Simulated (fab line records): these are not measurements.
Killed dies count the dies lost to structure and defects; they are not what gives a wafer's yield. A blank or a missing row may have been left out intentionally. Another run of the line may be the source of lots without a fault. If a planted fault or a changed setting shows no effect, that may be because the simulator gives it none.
Tool commonality check ; flow sky130 ; Lots sampled 13, wafers sampled 45

## REASON FOR OPENING
Of 13 lots, 2 have the reading VT_ADJUST_NCORE_TW flagged at SKY_VT_ADJUST_NCORE_TW_MEAS_11. Fault-free wafers read 217.6, with a standard deviation of 1.6.
Rule: a lot is flagged in two cases, either no wafer of it has a number, or all its wafers with numbers fall more than 4 standard deviations from that mean. All remaining lots are regarded as sound.

lot;measured;on;VT_ADJUST_NCORE_TW, wafer by wafer;flag
L333;day 8 18:22;film metro-03;216.5 216.6 216.7;
L334;day 8 23:18;film metro-03;216.0 216.0 216.9;
L335;day 9 07:19;film metro-03;214.6 215.8 215.4;
L336;day 9 18:36;film metro-01;219.5 220.0 219.2;
L337;day 10 03:28;film metro-01;219.8 218.1 220.6;
L338;day 10 04:29;film metro-02;217.5 217.6 218.1;
L339;day 10 09:27;film metro-02;218.2 217.7 216.3;
L340;day 10 18:11;film metro-02;217.3 216.3 217.2;
L344;day 11 19:25;film metro-03;205.2 206.5 206.6 206.5 206.4 206.3;FLAGGED
L345;day 12 02:44;film metro-02;217.4 216.5 215.9;
L346;day 12 09:44;film metro-03;216.4 214.5 216.2;
L348;day 13 00:44;film metro-03;205.9 204.7 206.2 204.6 205.7 205.3;FLAGGED
L356;day 15 02:17;film metro-03;216.9 216.5 216.1;
On average the flagged lots' numbers are 205.8, which is -11.8 against the usual, or -7 standard deviations.

## LOT BY LOT: THE TOOL USED
The record holds 1 process step before the reading, out of a route of 708 steps. Read each cell as the tool, then ch plus the chambers that the sampled wafers visited, then the start.
lot;flag;SKY_VT_ADJUST_NCORE_IMPLANT_09
L333;;implanter-02 ch 0, day 8 18:07
L334;;implanter-02 ch 0, day 8 23:04
L335;;implanter-01 ch 0, day 9 07:05
L336;;implanter-03 ch 0, day 9 18:23
L337;;implanter-03 ch 0, day 10 03:13
L338;;implanter-01 ch 0, day 10 04:14
L339;;implanter-03 ch 0, day 10 09:13
L340;;implanter-02 ch 0, day 10 17:56
L344;FLAGGED;implanter-03 ch 0, day 11 19:10
L345;;implanter-02 ch 0, day 12 02:30
L346;;implanter-02 ch 0, day 12 09:29
L348;FLAGGED;implanter-03 ch 0, day 13 00:31
L356;;implanter-01 ch 0, day 15 02:02
What these steps do:
- SKY_VT_ADJUST_NCORE_IMPLANT_09
- SKY_VT_ADJUST_NCORE_TW_MEAS_11

## FLAGGED AGAINST TOTAL, ONE TOOL AT A TIME (gauges that did the reading follow at the end)
step;tool;lots run;flagged;share of the flagged lots;sound lots run after its first flagged lot
SKY_VT_ADJUST_NCORE_IMPLANT_09;implanter-01;3;0;none;-
SKY_VT_ADJUST_NCORE_IMPLANT_09;implanter-02;5;0;none;-
SKY_VT_ADJUST_NCORE_IMPLANT_09;implanter-03;5;2;all;0
SKY_VT_ADJUST_NCORE_TW_MEAS_11;film metro-01;2;0;none;-
SKY_VT_ADJUST_NCORE_TW_MEAS_11;film metro-02;4;0;none;-
SKY_VT_ADJUST_NCORE_TW_MEAS_11;film metro-03;7;2;all;2 (L346,L356)

## WHAT THE TABLE ALLOWS
implanter-03 at SKY_VT_ADJUST_NCORE_IMPLANT_09 and film metro-03 at SKY_VT_ADJUST_NCORE_TW_MEAS_11 are the 2 rows of the table that ran each flagged lot.
- implanter-03 at SKY_VT_ADJUST_NCORE_IMPLANT_09 ran 5 lots, 2 of them flagged. A fault beginning between L339 (day 10 09:13), its last sound lot, and L344 (day 11 19:10), its first flagged one, fits the data. Its own readings (beam energy keV) fall more than 4 standard deviations out on all wafers of the flagged lots.
- film metro-03 at SKY_VT_ADJUST_NCORE_TW_MEAS_11 ran 7 lots, 2 of them flagged. Sound lots followed the first flagged one (L346, L356) on it, something a lasting fault affecting the whole tool could not allow.
Just one tool remains: implanter-03 at SKY_VT_ADJUST_NCORE_IMPLANT_09.

## WHAT WAS PUT IN BY THE SIMULATOR
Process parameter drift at SKY_VT_ADJUST_NCORE_IMPLANT_09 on implanter-03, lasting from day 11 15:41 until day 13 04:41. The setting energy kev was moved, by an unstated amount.
Shown lots that were struck: L344, L348. This agrees with what the rule above found.
